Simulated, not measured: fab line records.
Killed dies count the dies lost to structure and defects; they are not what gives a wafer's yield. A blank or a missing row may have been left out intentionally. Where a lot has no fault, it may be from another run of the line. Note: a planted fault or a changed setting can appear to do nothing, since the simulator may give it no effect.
Problem report, 8D (eight disciplines) form, completed by code ; flow sky130 ; the parts of the form that need people (team, actions taken, sign-off) are left out

1. THE PROBLEM
Wafers without a fault read 6500.1 W, standard deviation 1.1; cathodeDcPowerW at SKY_METAL5_SPUTTER_04 reads a mean of 6172.8 W on 6 wafers belonging to 2 lots. So: -99 or more standard deviations from the usual mean.
The step: material TiN, target thk 70 nm, time 58.3 s.
Seen first at day 47 02:46 on pvdSputter-04, wafer L215.1. The record has a number at this step for 18 wafers belonging to 6 lots. By rule, "out" or "out of limits" means more than 4 standard deviations away from the usual mean. All remaining wafers that have a number are taken as sound.

2. WHAT IT IS, WHAT IT ISN'T
question;is;is not
which readings at this step;cathodeDcPowerW;throttleValvePct
which lots;L215, L218;L199, L202, L206, L222
which wafers of those lots;all that have a number;-
read on which tools;pvdSputter-04;pvdSputter-03
when;from day 47 02:46;"up to then (9 sound wafers); but 3 sound wafers of L222 came after"

3. THE SUSPECTS, EACH WITH WHAT RULES IT OUT
Counting: a tool at any process step up to the reading remains a suspect when it ran all the lots that are out and ran no sound lot after the first of those.
- cvdW-01 at SKY_VIA4_CVD_18 (deposits W, target thk 505 nm, time 152.14 s): ruled out as a lasting fault. The sound lots L222 went through it after L215, its earliest lot that is out (day 47 02:01).
- pvdSputter-04 at SKY_METAL5_SPUTTER_03 (material Ti, target thk 5 nm, time 3.3 s): kept. Every lot that is out went through it, starting with L215 (day 47 02:45), and after that it ran no sound lot; the last sound lot it ran before then is L199 (day 42 17:38).
- pvdSputter-04 at SKY_METAL5_SPUTTER_04 (material TiN, target thk 70 nm, time 58.3 s): kept. Every lot that is out went through it, starting with L215 (day 47 02:46), and after that it ran no sound lot; the last sound lot it ran before then is L199 (day 42 17:39). On those wafers its own readings are out: cathodeDcPowerW.
Remaining after the count are pvdSputter-04 at SKY_METAL5_SPUTTER_03 and pvdSputter-04 at SKY_METAL5_SPUTTER_04.

4. THE CAUSE (what the simulator had put in)
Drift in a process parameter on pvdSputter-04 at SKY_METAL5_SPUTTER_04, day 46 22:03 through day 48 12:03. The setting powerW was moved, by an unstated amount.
Counting leaves 2 suspects; this tool is one of them.

5. THE CHAIN OF EFFECTS, in route order
Rows list readings where the struck wafers' mean (over those with a number) sits beyond 3 standard deviations from the usual. Scope: only readings with a usual standard deviation given in the record; hours: median across lots of the time from each lot's start at the first step in this table that gives one to its start at this step; sigmas: change in usual standard deviations.
hours;step;reading;usual;on struck wafers;change;sigmas
0;SKY_METAL5_SPUTTER_04;cathodeDcPowerW;6500.1 W;6172.8;-327.3;-99 or more
The process steps in it:
- SKY_METAL5_SPUTTER_04: material TiN, target thk 70 nm, time 58.3 s.
At these later measuring or inspecting steps, every struck wafer for which the step has a row has a number for every such reading, and none has moved that far: SKY_METAL5_RS_MEAS_05, SKY_METAL5_THK_MEAS_06.

6. WHAT WOULD HAVE CAUGHT IT SOONER
In this record no reading fell out of limits until day 47 02:46, 5 hours after the fault had begun at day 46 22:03.
